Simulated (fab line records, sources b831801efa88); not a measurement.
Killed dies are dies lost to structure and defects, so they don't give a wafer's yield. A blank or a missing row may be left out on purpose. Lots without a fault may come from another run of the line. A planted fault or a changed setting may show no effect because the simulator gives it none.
fab line records | flow sky130
record lots=13 wafers=39 last_day=50
route steps=708 shown LDD_HVN@274 LDD_HVP@287 LDD_LDN@296 PAD_OPEN@708
lots that met no fault: from a run of the same line without faults
start_h: hours from the record's first day to the start of the lot's first wafer shown | wait_h: hours since the lot's step before | " the same as in the row above | L1.1+2: a row that stands for several wafers | - no value, or no start given | * or withheld: withheld | < > ~ a bound
route shown NAME@n: a module of which the file shows steps, and the number in the route of the first | usual: mean/standard deviation of fault-free wafers | same: alike in all rows | chamber/n: place in a boat | sites: the reading at each site | _std_site: their standard deviation | _edge_site: outer sites' mean less inner sites' | radius_mm: how far each site lies from the wafer's centre | mask NAME#n: copy n | behind: the tool/chamber that last shaped the wafer | hold: why the lot was held/for how many hours/how that ended | device: the transistor (n, p or np) that didn't switch | end of line: the same wafers' tests at the end of the route | a step without rows: its recipe alone | killed: dies lost to structure and defects at the first sort, not the wafer's yield | map: a wafer's dies, x killed, . not, _ none there
set.NAME: the setting as run; set.NAME@STEP: as run at that earlier step | model.NAME: the simulator's own value behind a step, which no gauge read
steps of the route over a sample of lots; a table a step, a row a wafer
services: from which hour (start_h, from the record's first day; less than 0 if before it) a tool's chamber was out of use, for how many hours, and why
## steps
# step SKY_LDD_HVN_OVL_MEAS_07
# usual LDD_HVN_OVL=-0.5/1.7
# columns lot.wafer tool chamber start_h wait_h LDD_HVN_OVL[nm]
L982.1 overlay-01 - 452.62 0.1 -0.8
L982.2 " - " " 0.3
L982.5 " - " " 0.2
L983.2 overlay-01 - 464.54 0.1 1.3
L983.3 " - " " -0.2
L983.5 " - " " -1.2
L985.1 overlay-02 - 486.94 0.1 -1.4
L985.2 " - " " -0.8
L985.3 " - " " -0.4
L986.2 overlay-01 - 499.52 0.1 -0.3
L986.4 " - " " -1.4
L986.6 " - " " -2.5
L988.2 overlay-02 - 512.89 0.1 -0.6
L988.3 " - " " -1.4
L988.4 " - " " -1.8
L990.1 overlay-02 - 528.68 0.1 0.5
L990.2 " - " " 0.7
L990.5 " - " " -0.7
L991.1 overlay-01 - 534.74 0.1 -0.2
L991.2 " - " " 1.3
L991.4 " - " " 1.0
L993.1 overlay-02 - 559.43 0.1 0.2
L993.4 " - " " -1.0
L993.5 " - " " 0.2
L994.2 overlay-02 - 568.32 0.1 -0.8
L994.5 " - " " -1.6
L994.6 " - " " -2.1
L997.2 overlay-02 - 586.84 0.1 3.3
L997.4 " - " " 2.5
L997.6 " - " " 2.1
L998.1 overlay-01 - 606.82 0.1 -0.1
L998.2 " - " " -1.6
L998.6 " - " " -2.1
L102.2 overlay-01 - 630.97 0.1 -3.5
L102.3 " - " " -0.7
L102.5 " - " " -2.4
L103.1 overlay-02 - 647.22 0.1 -3.3
L103.2 " - " " -3.5
L103.4 " - " " -1.8
# step SKY_LDD_HVP_STRIP_09
# recipe chemistry=O2/N2 power_w=1400 pressure_mtorr=1500 platen_temp_c=withheld o2_flow_sccm=3000 n2_flow_sccm=300 overash_fraction=0.5
# usual drypump_motor_current_A=5.5/0.32 oes_product_au=0.408/0.0048 strip_time_to_endpoint_s=4.133/0.014
# columns lot.wafer tool chamber start_h wait_h drypump_motor_current_A oes_product_au rf_hours_counter_h strip_time_to_endpoint_s
L982.1 plasma_asher-02 0 483.62 0.1 5.7 0.411 36 4.117
L982.2 " 1 " " 5.6 0.406 36 4.124
L982.5 " 1 " " 5.6 0.412 - 4.118
L983.2 plasma_asher-03 0 494.73 0.1 5.5 0.413 6 4.123
L983.3 " 1 " " 5.9 0.404 - 4.123
L983.5 " 0 " " 5.5 0.401 - 4.113
L985.1 plasma_asher-02 1 517.52 0.1 5.6 0.402 40 4.150
L985.2 " 0 " " 5.6 0.406 40 4.136
L985.3 " 0 " " 5.7 0.419 - 4.149
L986.2 plasma_asher-04 1 529.77 0.1 4.9 0.405 74 4.130
L986.4 " 0 " " 5.4 0.410 - 4.123
L986.6 " 1 " " 4.9 0.409 - 4.138
L988.2 plasma_asher-02 1 543.77 0.1 5.6 0.403 42 4.111
L988.3 " 1 " " 5.6 0.404 - 4.146
L988.4 " 0 " " 5.6 0.406 - 4.117
L990.1 plasma_asher-04 0 558.88 0.1 5.4 0.404 76 4.130
L990.2 " 1 " " 4.9 0.407 76 4.118
L990.5 " 0 " " 5.4 0.404 - 4.125
L991.1 plasma_asher-03 0 564.82 0.1 5.5 0.405 12 4.125
L991.2 " 1 " " 5.9 0.408 12 4.103
L991.4 " 0 " " 5.5 0.406 - 4.116
L993.1 plasma_asher-02 0 587.81 0.1 5.7 0.415 47 4.136
L993.4 " 1 " " 5.6 0.407 - 4.123
L993.5 " 1 " " 5.6 0.398 - 4.140
L994.2 plasma_asher-02 1 597.53 0.1 5.6 0.402 48 4.133
L994.5 " 0 " " 5.7 0.402 - 4.111
L994.6 " 1 " " 5.6 0.409 - 4.107
L997.2 plasma_asher-04 1 615.96 0.1 4.9 0.403 82 4.128
L997.4 " 0 " " 5.4 0.413 - 4.133
L997.6 " 1 " " 4.9 0.409 - 4.117
L998.1 plasma_asher-04 0 636.48 0.1 5.4 0.412 83 4.157
L998.2 " 1 " " 4.9 0.415 83 4.166
L998.6 " 1 " " 4.9 0.409 - 4.157
L102.2 plasma_asher-04 0 659.56 0.1 5.4 0.405 86 4.123
L102.3 " 0 " " 5.5 0.412 - 4.163
L102.5 " 1 " " 4.9 0.404 - 4.127
L103.1 plasma_asher-04 0 675.96 0.1 5.5 0.410 88 4.118
L103.2 " 1 " " 4.9 0.406 88 4.128
L103.4 " 1 " " 4.9 0.405 - 4.130
# step SKY_LDD_LDN_OVL_MEAS_07
# usual LDD_LDN_OVL=0.5/1.7
# columns lot.wafer tool chamber start_h wait_h LDD_LDN_OVL[nm]
L982.1 overlay-01 - 514.07 0.1 3.0
L982.2 " - " " 4.0
L982.5 " - " " 2.1
L983.2 overlay-02 - 524.77 0.1 -0.1
L983.3 " - " " 0.7
L983.5 " - " " -0.6
L985.1 overlay-01 - 548.63 0.1 -0.8
L985.2 " - " " -0.3
L985.3 " - " " -1.1
L986.2 overlay-02 - 559.88 0.1 -1.8
L986.4 " - " " -1.1
L986.6 " - " " -1.8
L988.2 overlay-01 - 573.33 0.1 0.9
L988.3 " - " " 2.1
L988.4 " - " " 1.6
L990.1 overlay-02 - 587.13 0.1 1.4
L990.2 " - " " 1.4
L990.5 " - " " 2.6
L991.1 overlay-02 - 593.63 0.1 -1.7
L991.2 " - " " -1.9
L991.4 " - " " -1.9
L993.1 overlay-01 - 616.88 0.1 -1.7
L993.4 " - " " -3.3
L993.5 " - " " -2.8
L994.2 overlay-01 - 626.18 0.1 2.1
L994.5 " - " " 1.8
L994.6 " - " " 1.6
L997.2 overlay-01 - 644.82 0.1 -0.1
L997.4 " - " " 0.4
L997.6 " - " " -0.4
L998.1 overlay-01 - 664.98 0.1 0.1
L998.2 " - " " 1.5
L998.6 " - " " 1.6
L102.2 overlay-01 - 687.57 0.1 0.3
L102.3 " - " " 0.8
L102.5 " - " " 0.1
L103.1 overlay-02 - 703.88 0.1 -1.9
L103.2 " - " " -2.7
L103.4 " - " " -1.5
# step SKY_LDD_LDN_IMPLANT_09
# recipe species=As energy_kev=15 dose_cm2=1.25e+13 tilt_deg=withheld rotation_deg=113
# usual dose_ions_cm2=1.2501e+13/1.3e+10 faraday_current_uA=70.6/1.4
# columns lot.wafer tool chamber start_h wait_h dose_ions_cm2 faraday_current_uA
L982.1 implanter-03 0 514.25 0.1 1.2493e+13 70.8
L982.2 " 0 " " 1.2478e+13 70.5
L982.5 " 0 " " 1.2501e+13 71.5
L983.2 implanter-02 0 524.98 0.1 1.2502e+13 69.1
L983.3 " 0 " " 1.2469e+13 74.2
L983.5 " 0 " " 1.2487e+13 69.0
L985.1 implanter-02 0 548.81 0.1 1.2463e+13 71.8
L985.2 " 0 " " 1.2492e+13 67.8
L985.3 " 0 " " 1.2476e+13 70.7
L986.2 implanter-02 0 560.09 0.1 1.2516e+13 72.1
L986.4 " 0 " " 1.2488e+13 70.9
L986.6 " 0 " " 1.2506e+13 70.5
L988.2 implanter-02 0 573.54 0.1 1.2488e+13 69.4
L988.3 " 0 " " 1.2487e+13 71.7
L988.4 " 0 " " 1.2504e+13 70.6
L990.1 implanter-02 0 587.32 0.1 1.2493e+13 70.6
L990.2 " 0 " " 1.2508e+13 69.7
L990.5 " 0 " " 1.25e+13 69.8
L991.1 implanter-02 0 593.81 0.1 1.2493e+13 71.1
L991.2 " 0 " " 1.2495e+13 70.6
L991.4 " 0 " " 1.2485e+13 71.0
L993.1 implanter-02 0 617.07 0.1 1.2506e+13 73.8
L993.4 " 0 " " 1.2519e+13 68.0
L993.5 " 0 " " 1.2502e+13 70.1
L994.2 implanter-03 0 626.39 0.1 1.2496e+13 68.8
L994.5 " 0 " " 1.2508e+13 70.8
L994.6 " 0 " " 1.2485e+13 70.4
L997.2 implanter-02 0 645.03 0.1 1.1803e+13 68.3
L997.4 " 0 " " 1.1828e+13 67.2
L997.6 " 0 " " 1.1825e+13 63.2
L998.1 implanter-02 0 666.06 0.1 1.1815e+13 66.6
L998.2 " 0 " " 1.1814e+13 65.9
L998.6 " 0 " " 1.1824e+13 68.7
L102.2 implanter-03 0 687.78 0.1 1.2495e+13 67.7
L102.3 " 0 " " 1.2516e+13 71.5
L102.5 " 0 " " 1.2512e+13 70.7
L103.1 implanter-03 0 704.06 0.1 1.2525e+13 69.6
L103.2 " 0 " " 1.2513e+13 72.9
L103.4 " 0 " " 1.2529e+13 71.6
# step SKY_PAD_OPEN_PROBE_99
# usual killed_at_M0_to_M3=44/7.2 killed_at_M4_up=3.0/1.9 killed_at_contacts=25/4.8 killed_at_front_end=16/4.2 killed_at_other=0.2/0.44 killed_dies=88/9.3 killed_open=48/7.1 killed_short=40/6.5
# same gross_dies=492 killed_at_back_side=0
# columns lot.wafer tool chamber start_h wait_h killed_at_M0_to_M3 killed_at_M4_up killed_at_contacts killed_at_front_end killed_at_other killed_dies killed_open killed_short
L982.1 prober-02 - 1064.10 0.1 57 3 22 11 0 93 43 50
L982.2 prober-02 - 1064.15 0.1 42 2 32 12 0 88 53 35
L982.5 prober-02 - 1064.30 0.2 50 3 19 12 0 84 46 38
L983.2 prober-01 - 1076.16 0.1 51 1 19 10 0 81 45 36
L983.3 prober-01 - 1076.21 0.2 55 1 25 13 0 94 47 47
L983.5 prober-01 - 1076.31 0.2 46 3 21 16 0 86 41 45
L985.1 prober-01 - 1086.66 0.1 29 6 28 21 1 85 44 41
L985.2 prober-01 - 1086.71 0.1 44 3 29 19 0 95 56 39
L985.3 prober-01 - 1086.76 0.2 41 4 21 14 1 81 42 39
L986.2 prober-01 - 1099.96 0.1 40 1 25 16 0 82 52 30
L986.4 prober-01 - 1100.06 0.2 47 3 28 13 0 91 51 40
L986.6 prober-01 - 1100.16 0.2 45 4 23 18 0 90 53 37
L988.2 prober-02 - 1107.23 0.1 38 3 26 28 0 95 51 44
L988.3 prober-02 - 1107.28 0.2 54 4 27 16 0 101 43 58
L988.4 prober-02 - 1107.33 0.2 44 2 21 15 0 82 47 35
L990.1 prober-02 - 1118.71 0.1 36 1 28 17 0 82 45 37
L990.2 prober-02 - 1118.76 0.1 48 6 33 18 0 105 59 46
L990.5 prober-02 - 1118.91 0.2 33 4 21 17 0 75 42 33
L991.1 prober-01 - 1122.01 0.1 36 3 27 14 0 80 46 34
L991.2 prober-01 - 1122.06 0.1 46 1 28 11 0 86 38 48
L991.4 prober-01 - 1122.16 0.2 46 3 24 13 0 86 50 36
L993.1 prober-01 - 1138.48 0.1 34 5 28 14 0 81 43 38
L993.4 prober-01 - 1138.63 0.2 49 4 17 20 0 90 53 37
L993.5 prober-01 - 1138.68 0.2 45 6 22 16 0 89 43 46
L994.2 prober-02 - 1143.45 0.1 58 4 27 15 0 104 53 51
L994.5 prober-02 - 1143.60 0.2 48 5 27 17 0 97 55 42
L994.6 prober-02 - 1143.65 0.2 42 1 25 12 0 80 45 35
L997.2 prober-01 - 1154.15 0.1 43 2 24 16 0 85 45 40
L997.4 prober-01 - 1154.25 0.2 45 1 27 22 0 95 44 51
L997.6 prober-01 - 1154.35 0.2 36 3 23 21 0 83 44 39
L998.1 prober-02 - 1166.15 0.1 34 7 24 16 2 83 38 45
L998.2 prober-02 - 1166.20 0.1 41 6 31 7 0 85 41 44
L998.6 prober-02 - 1166.40 0.2 55 1 27 14 0 97 59 38
L102.2 prober-02 - 1181.60 0.1 55 6 23 14 1 99 61 38
L102.3 prober-02 - 1181.65 0.2 47 5 23 19 0 94 52 42
L102.5 prober-02 - 1181.75 0.2 48 6 26 7 0 87 49 38
L103.1 prober-02 - 1191.75 0.1 32 0 33 15 0 80 49 31
L103.2 prober-02 - 1191.80 0.1 58 3 28 26 0 115 66 49
L103.4 prober-02 - 1191.90 0.2 35 3 31 20 0 89 48 41
# killed by level:class
L982.1 METAL2:geometric_particle:short=10 VIA1:geometric_particle:short=9 VIA1:geometric_particle:open=9 CONTACT:geometric_particle:open=6 CONTACT:geometric_particle:short=6 VIA2:geometric_particle:open=6 VIA3:geometric_particle:open=6 METAL1:geometric_particle:short=6
L982.2 CONTACT:geometric_particle:open=12 VIA1:geometric_particle:open=10 LI_CONTACT:geometric_particle:open=8 METAL2:geometric_particle:short=8 VIA3:geometric_particle:short=6 VIA3:geometric_particle:open=6 POLY_GATE:geometric_particle:open=5 LI_CONTACT:geometric_particle:short=5
L982.5 VIA1:geometric_particle:open=12 CONTACT:geometric_particle:open=10 VIA3:geometric_particle:open=9 VIA1:geometric_particle:short=7 METAL2:geometric_particle:short=6 LI_CONTACT:geometric_particle:open=5 SPACER:geometric_particle:short=4 METAL1:geometric_particle:short=4
L983.2 VIA1:geometric_particle:open=14 VIA3:geometric_particle:open=7 METAL1:geometric_particle:short=7 VIA1:geometric_particle:short=7 VIA2:geometric_particle:open=6 CONTACT:geometric_particle:open=6 LI_CONTACT:geometric_particle:open=5 CONTACT:geometric_particle:short=5
L983.3 VIA1:geometric_particle:open=15 VIA1:geometric_particle:short=10 CONTACT:geometric_particle:open=9 METAL1:geometric_particle:short=8 VIA3:geometric_particle:open=8 FIELD_ISO:geometric_particle:short=5 LI_CONTACT:geometric_particle:open=4 LI_CONTACT:geometric_particle:short=4
L983.5 VIA1:geometric_particle:open=15 CONTACT:geometric_particle:open=6 METAL2:geometric_particle:short=6 POLY_GATE:geometric_particle:short=5 LI_CONTACT:geometric_particle:open=5 METAL1:geometric_particle:short=5 CONTACT:geometric_particle:short=4 VIA1:geometric_particle:short=4
L985.1 LI_CONTACT:geometric_particle:open=12 CONTACT:geometric_particle:open=9 FIELD_ISO:geometric_particle:open=8 POLY_GATE:geometric_particle:short=7 VIA2:geometric_particle:short=6 METAL2:geometric_particle:short=5 METAL4:geometric_particle:short=5 POLY_GATE:geometric_particle:open=3
L985.2 CONTACT:geometric_particle:open=9 VIA2:geometric_particle:open=9 VIA3:geometric_particle:open=9 POLY_GATE:geometric_particle:open=7 FIELD_ISO:geometric_particle:open=6 LI_CONTACT:geometric_particle:open=6 CONTACT:geometric_particle:short=5 METAL2:geometric_particle:short=5
L985.3 CONTACT:geometric_particle:open=9 VIA1:geometric_particle:open=9 VIA1:geometric_particle:short=8 FIELD_ISO:geometric_particle:short=7 CONTACT:geometric_particle:short=7 VIA3:geometric_particle:open=7 VIA2:geometric_particle:open=5 LI_CONTACT:geometric_particle:open=4
L986.2 VIA1:geometric_particle:open=12 CONTACT:geometric_particle:open=11 POLY_GATE:geometric_particle:open=8 LI_CONTACT:geometric_particle:open=6 VIA3:geometric_particle:open=6 METAL1:geometric_particle:short=6 LI_CONTACT:geometric_particle:short=3 METAL2:geometric_particle:short=3
L986.4 CONTACT:geometric_particle:open=11 VIA1:geometric_particle:open=8 LI_CONTACT:geometric_particle:open=7 VIA2:geometric_particle:short=6 METAL2:geometric_particle:short=6 VIA3:geometric_particle:open=6 VIA2:geometric_particle:open=5 POLY_GATE:geometric_particle:short=4
L986.6 VIA2:geometric_particle:open=14 VIA1:geometric_particle:open=8 CONTACT:geometric_particle:open=8 LI_CONTACT:geometric_particle:open=6 VIA3:geometric_particle:short=5 FIELD_ISO:geometric_particle:open=4 POLY_GATE:geometric_particle:open=4 VIA2:geometric_particle:short=4
L988.2 CONTACT:geometric_particle:open=11 VIA1:geometric_particle:open=9 LI_CONTACT:geometric_particle:open=7 POLY_GATE:geometric_particle:short=6 METAL2:geometric_particle:short=6 POLY_GATE:geometric_particle:open=5 FIELD_ISO:geometric_particle:short=4 METAL1:geometric_particle:short=4
L988.3 LI_CONTACT:geometric_particle:open=9 VIA2:geometric_particle:short=9 VIA1:geometric_particle:open=8 VIA2:geometric_particle:open=8 METAL1:geometric_particle:short=7 CONTACT:geometric_particle:open=7 LOCAL_INTERCONNECT:geometric_particle:short=5 VIA1:geometric_particle:short=5
L988.4 VIA3:geometric_particle:open=7 VIA2:geometric_particle:open=7 CONTACT:geometric_particle:open=7 VIA1:geometric_particle:short=7 FIELD_ISO:geometric_particle:open=6 LI_CONTACT:geometric_particle:open=6 VIA1:geometric_particle:open=6 LOCAL_INTERCONNECT:geometric_particle:short=5
L990.1 LI_CONTACT:geometric_particle:open=10 VIA1:geometric_particle:short=8 VIA2:geometric_particle:open=8 CONTACT:geometric_particle:short=7 POLY_GATE:geometric_particle:short=6 VIA1:geometric_particle:open=6 CONTACT:geometric_particle:open=5 FIELD_ISO:geometric_particle:open=4
L990.2 CONTACT:geometric_particle:open=13 LI_CONTACT:geometric_particle:open=11 METAL1:geometric_particle:short=11 VIA3:geometric_particle:open=8 FIELD_ISO:geometric_particle:open=6 VIA2:geometric_particle:open=6 METAL2:geometric_particle:short=6 CONTACT:geometric_particle:short=5
L990.5 CONTACT:geometric_particle:open=11 VIA2:geometric_particle:open=6 POLY_GATE:geometric_particle:short=6 VIA1:geometric_particle:open=6 FIELD_ISO:geometric_particle:short=5 METAL1:geometric_particle:short=5 METAL2:geometric_particle:short=5 VIA3:geometric_particle:open=5
L991.1 VIA1:geometric_particle:open=14 CONTACT:geometric_particle:open=11 CONTACT:geometric_particle:short=7 FIELD_ISO:geometric_particle:open=5 LI_CONTACT:geometric_particle:open=5 VIA3:geometric_particle:open=5 METAL2:geometric_particle:short=4 LI_CONTACT:geometric_particle:short=3
L991.2 VIA1:geometric_particle:open=9 VIA3:geometric_particle:open=9 LI_CONTACT:geometric_particle:short=6 CONTACT:geometric_particle:short=6 METAL1:geometric_particle:short=6 LOCAL_INTERCONNECT:geometric_particle:short=5 CONTACT:geometric_particle:open=5 VIA1:geometric_particle:short=5
L991.4 VIA3:geometric_particle:open=11 VIA1:geometric_particle:open=10 CONTACT:geometric_particle:open=9 CONTACT:geometric_particle:short=7 METAL2:geometric_particle:short=6 VIA2:geometric_particle:short=6 FIELD_ISO:geometric_particle:open=5 METAL2:geometric_particle:open=4
L993.1 CONTACT:geometric_particle:open=10 LI_CONTACT:geometric_particle:open=8 METAL1:geometric_particle:short=8 VIA2:geometric_particle:open=7 CONTACT:geometric_particle:short=5 METAL2:geometric_particle:short=5 VIA1:geometric_particle:open=4 VIA3:geometric_particle:open=4
L993.4 VIA1:geometric_particle:open=9 VIA3:geometric_particle:open=9 LI_CONTACT:geometric_particle:open=6 VIA2:geometric_particle:open=5 METAL1:geometric_particle:short=5 VIA2:geometric_particle:short=5 FIELD_ISO:geometric_particle:short=4 POLY_GATE:geometric_particle:open=4
L993.5 CONTACT:geometric_particle:open=12 VIA2:geometric_particle:open=10 METAL2:geometric_particle:short=8 VIA1:geometric_particle:short=7 POLY_GATE:geometric_particle:open=5 POLY_GATE:geometric_particle:short=5 VIA1:geometric_particle:open=5 METAL4:geometric_particle:short=5
L994.2 VIA1:geometric_particle:open=12 VIA3:geometric_particle:open=10 VIA2:geometric_particle:open=9 CONTACT:geometric_particle:open=8 LOCAL_INTERCONNECT:geometric_particle:short=6 CONTACT:geometric_particle:short=6 VIA2:geometric_particle:short=6 FIELD_ISO:geometric_particle:short=5
L994.5 CONTACT:geometric_particle:open=14 VIA1:geometric_particle:open=10 VIA2:geometric_particle:open=8 VIA3:geometric_particle:open=7 METAL1:geometric_particle:short=6 LI_CONTACT:geometric_particle:short=5 VIA3:geometric_particle:short=5 VIA1:geometric_particle:short=4
L994.6 LI_CONTACT:geometric_particle:open=10 VIA1:geometric_particle:open=10 CONTACT:geometric_particle:open=9 VIA3:geometric_particle:open=7 METAL1:geometric_particle:short=5 METAL2:geometric_particle:short=5 POLY_GATE:geometric_particle:short=3 VIA2:geometric_particle:open=3
L997.2 VIA3:geometric_particle:open=12 CONTACT:geometric_particle:open=8 LOCAL_INTERCONNECT:geometric_particle:short=7 VIA1:geometric_particle:short=5 VIA1:geometric_particle:open=5 VIA2:geometric_particle:open=5 FIELD_ISO:geometric_particle:short=4 FIELD_ISO:geometric_particle:open=3
L997.4 CONTACT:geometric_particle:short=8 LOCAL_INTERCONNECT:geometric_particle:short=8 VIA1:geometric_particle:open=8 CONTACT:geometric_particle:open=7 POLY_GATE:geometric_particle:open=6 VIA3:geometric_particle:open=6 FIELD_ISO:geometric_particle:open=5 METAL2:geometric_particle:short=5
L997.6 VIA1:geometric_particle:open=11 LI_CONTACT:geometric_particle:open=6 CONTACT:geometric_particle:open=6 METAL1:geometric_particle:short=6 METAL2:geometric_particle:short=5 FIELD_ISO:geometric_particle:open=5 LI_CONTACT:geometric_particle:short=5 VIA2:geometric_particle:short=5
L998.1 CONTACT:geometric_particle:open=9 METAL1:geometric_particle:short=7 VIA1:geometric_particle:open=6 FIELD_ISO:geometric_particle:open=5 POLY_GATE:geometric_particle:short=4 METAL4:geometric_particle:short=4 LOCAL_INTERCONNECT:geometric_particle:short=4 CONTACT:geometric_particle:short=4
L998.2 CONTACT:geometric_particle:open=11 CONTACT:geometric_particle:short=9 VIA2:geometric_particle:open=8 LI_CONTACT:geometric_particle:open=5 METAL1:geometric_particle:short=5 VIA1:geometric_particle:open=5 METAL3:geometric_particle:short=5 VIA2:geometric_particle:short=4
L998.6 VIA1:geometric_particle:open=14 CONTACT:geometric_particle:open=12 LI_CONTACT:geometric_particle:open=7 VIA2:geometric_particle:open=7 METAL2:geometric_particle:short=7 METAL1:geometric_particle:short=6 VIA1:geometric_particle:short=5 VIA3:geometric_particle:open=5
L102.2 VIA1:geometric_particle:open=14 CONTACT:geometric_particle:open=12 VIA3:geometric_particle:open=11 METAL2:geometric_particle:short=8 METAL1:geometric_particle:short=6 FIELD_ISO:geometric_particle:open=5 VIA2:geometric_particle:open=5 CONTACT:geometric_particle:short=4
L102.3 VIA1:geometric_particle:open=12 CONTACT:geometric_particle:open=10 FIELD_ISO:geometric_particle:open=8 VIA2:geometric_particle:open=6 METAL1:geometric_particle:short=6 VIA3:geometric_particle:open=5 CONTACT:geometric_particle:short=5 METAL4:geometric_particle:short=5
L102.5 VIA2:geometric_particle:open=12 VIA1:geometric_particle:open=8 LI_CONTACT:geometric_particle:open=7 METAL1:geometric_particle:short=7 CONTACT:geometric_particle:open=7 LOCAL_INTERCONNECT:geometric_particle:short=6 VIA1:geometric_particle:short=5 CONTACT:geometric_particle:short=4
L103.1 LI_CONTACT:geometric_particle:open=12 CONTACT:geometric_particle:open=12 VIA1:geometric_particle:open=9 METAL2:geometric_particle:short=6 POLY_GATE:geometric_particle:open=4 POLY_GATE:geometric_particle:short=4 LOCAL_INTERCONNECT:geometric_particle:short=4 VIA1:geometric_particle:short=4
L103.2 VIA1:geometric_particle:open=14 LI_CONTACT:geometric_particle:open=10 VIA3:geometric_particle:open=9 METAL1:geometric_particle:short=9 CONTACT:geometric_particle:open=7 VIA2:geometric_particle:open=7 FIELD_ISO:geometric_particle:open=6 FIELD_ISO:geometric_particle:short=5
L103.4 LI_CONTACT:geometric_particle:open=11 METAL2:geometric_particle:short=9 VIA2:geometric_particle:open=7 VIA3:geometric_particle:open=7 FIELD_ISO:geometric_particle:open=6 CONTACT:geometric_particle:short=6 CONTACT:geometric_particle:open=6 LI_CONTACT:geometric_particle:short=5
## services
# columns tool chamber start_h hours kind
implanter-02 - 481.34 2.6 repair
plasma_asher-04 - 534.79 4.5 repair
plasma_asher-03 - 555.32 2.6 repair
implanter-03 - 577.96 8.2 repair
plasma_asher-03 - 586.27 9.3 repair
implanter-03 - 609.32 1.6 repair
implanter-03 - 622.93 2.3 repair
plasma_asher-04 - 624.06 4.9 repair
plasma_asher-03 - 642.71 2.8 pm
plasma_asher-03 - 646.87 0.6 repair
implanter-03 - 649.07 1.8 repair
implanter-03 - 652.81 2.5 pm
plasma_asher-02 - 657.41 2.8 pm
implanter-03 - 664.56 3.3 repair
## key
first_sign step=SKY_LDD_LDN_IMPLANT_09 reading=dose_ions_cm2 direction=down sigmas=51 usual=* struck=*
effect step=SKY_LDD_LDN_IMPLANT_09 reading=faraday_current_uA direction=down sigmas=2.7 usual=70.6 struck=66.6
met_at SKY_LDD_LDN_IMPLANT_09
struck_lots L997,L998
tester_left_out L997,L998
not_acting_at SKY_LDD_HVN_OVL_MEAS_07,SKY_LDD_HVP_STRIP_09,SKY_LDD_LDN_OVL_MEAS_07
onset_between 617.07 645.03
fault kind=process_parameter_drift tool=implanter-02 chamber=- onset_h=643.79 steps=SKY_LDD_LDN_IMPLANT_09 channel=dose_cm2 offset=* shape=step end_h=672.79 acts_in=* stated=*
# tester_left_out: of these lots the tester's yield and bins aren't shown, on N5 and GAA mostly nor the transistor test; their killed dies are dies lost to structure and defects alone, not to doping, threshold or leakage, so they don't give the yield
